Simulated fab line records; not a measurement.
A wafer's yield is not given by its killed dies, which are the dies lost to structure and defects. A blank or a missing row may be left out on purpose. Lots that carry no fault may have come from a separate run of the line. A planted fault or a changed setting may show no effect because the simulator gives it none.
Which tool did it? | flow sky130 | 14 lots with 42 wafers sampled at 2 steps, on a route of 708 steps

## WHAT THE GAUGES SHOWED, per wafer
The record lacks any reading of a measuring or inspecting step that a usual standard deviation could be used to judge.

## WHAT TOOL EACH LOT RAN ON (gives the tool, then ch and the chambers of the sampled wafers, and finally the start)
lot  | SKY_VT_ADJUST_NCORE_SOFTBAKE_03  | SKY_PAD_OPEN_PROBE_99
L561 | lithoTrack-01 ch 0, day 8 00:59  | -
L562 | lithoTrack-04 ch 0, day 8 04:31  | -
L563 | lithoTrack-04 ch 0, day 8 15:18  | -
L564 | lithoTrack-01 ch 0, day 8 23:49  | -
L565 | lithoTrack-01 ch 0, day 9 06:47  | -
L566 | lithoTrack-04 ch 0, day 9 11:15  | -
L567 | lithoTrack-03 ch 0, day 9 20:00  | -
L568 | lithoTrack-03 ch 0, day 9 23:36  | prober-01, day 47 12:58
L569 | lithoTrack-03 ch 0, day 10 08:54 | -
L573 | lithoTrack-03 ch 0, day 11 13:15 | -
L575 | lithoTrack-03 ch 0, day 11 23:52 | -
L581 | lithoTrack-04 ch 0, day 13 22:16 | prober-01, day 50 11:09
L582 | lithoTrack-04 ch 0, day 14 07:06 | prober-02, day 50 13:48
L584 | lithoTrack-01 ch 0, day 14 21:34 | -
- SKY_VT_ADJUST_NCORE_SOFTBAKE_03: time 60 s.
- SKY_PAD_OPEN_PROBE_99

## AS READ BY THE TOOLS THEMSELVES (means over the sampled wafers that have a number; for cases with no such wafer, the mark the record gives instead)
SKY_VT_ADJUST_NCORE_SOFTBAKE_03.
lot  | tool          | exhaustPa (Pa) | heaterPowerTotalW (W) | plateTempC (C) | runLengthS (s)
L561 | lithoTrack-01 | 44.5           | 56.61                 | 89.94          | 89.14
L562 | lithoTrack-04 | 45.4           | 56.58                 | 89.93          | 89.22
L563 | lithoTrack-04 | 44.8           | 56.57                 | 89.90          | 89.20
L564 | lithoTrack-01 | 45.2           | 56.55                 | 90.04          | 89.13
L565 | lithoTrack-01 | 43.6           | 56.61                 | 89.95          | 89.25
L566 | lithoTrack-04 | 45.6           | 56.65                 | 89.88          | 89.17
L567 | lithoTrack-03 | 44.4           | 56.61                 | 89.94          | 88.78
L568 | lithoTrack-03 | 45.1           | 56.56                 | 90.03          | 88.87
L569 | lithoTrack-03 | 45.9           | 56.58                 | 90.10          | 88.70
L573 | lithoTrack-03 | 45.1           | 56.81                 | 89.91          | 87.96
L575 | lithoTrack-03 | 44.1           | 56.86                 | 90.02          | 87.98
L581 | lithoTrack-04 | 43.8           | 56.62                 | 89.79          | 89.28
L582 | lithoTrack-04 | 44.2           | 56.57                 | 90.04          | 89.20
L584 | lithoTrack-01 | 45.2           | 56.63                 | 89.86          | 89.11

SKY_PAD_OPEN_PROBE_99.
lot  | tool      | killed_at_M0_to_M3 | killed_at_M4_up | killedAtContacts | killedAtFrontEnd | killedAtOther | killedDies | killedOpen | killedShort
L568 | prober-01 | 37                 | 4.0             | 29               | 12               | 0.3           | 83         | 45         | 37
L581 | prober-01 | 48                 | 2.0             | 24               | 10               | 1.0           | 85         | 46         | 38
L582 | prober-02 | 43                 | 4.0             | 24               | 11               | 0.0           | 83         | 45         | 38

## THE ANSWER, worked out from the rows above alone
Rule: what is usual is taken from the lots themselves. The widest of any qualifying gaps counts: lots, ordered by their means at a reading, are off when they make up no more than a third of the lots, leave a main group of 4 or more, and stand apart from it by 3 or more times the standard deviation of that group's means. Not used: any main group whose means are identical at the precision the tables above print for the reading. Also off: a lot with no number at a reading for which 4 or more lots have one. Where the step has rows for the other lots, those lots are counted as sound. After the gauges, taken in route order, come the tools' own readings; for these a lot's mean is taken, as printed above. At the first step where some lot is off, the reading lying furthest off is the one used; lots without a number count as furthest.
Off, at SKY_VT_ADJUST_NCORE_SOFTBAKE_03 on heaterPowerTotalW: L573, L575. The main group: mean 56.59 W, standard deviation 0.03.
A tool fits if, at that step or a process step before it, it ran every lot that is off, and no sound lot after the first of them. One candidate fits, namely lithoTrack-03 at SKY_VT_ADJUST_NCORE_SOFTBAKE_03. A fault onset in the window from L569 (day 10 08:54, its last sound lot) to L573 (day 11 13:15, its first lot off) fits.
The tool's own readings at SKY_VT_ADJUST_NCORE_SOFTBAKE_03 bear it out: on the lots that are off they differ by more than 5 times the standard deviation of the sound lots' means. heaterPowerTotalW reads 56.84 W there against 56.59 W on the sound lots; runLengthS reads 87.97 s there against 89.09 s on the sound lots.

## WHAT THE SIMULATOR PUT IN
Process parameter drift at SKY_VT_ADJUST_NCORE_SOFTBAKE_03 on lithoTrack-03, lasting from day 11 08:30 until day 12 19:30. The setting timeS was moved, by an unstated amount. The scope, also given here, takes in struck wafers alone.
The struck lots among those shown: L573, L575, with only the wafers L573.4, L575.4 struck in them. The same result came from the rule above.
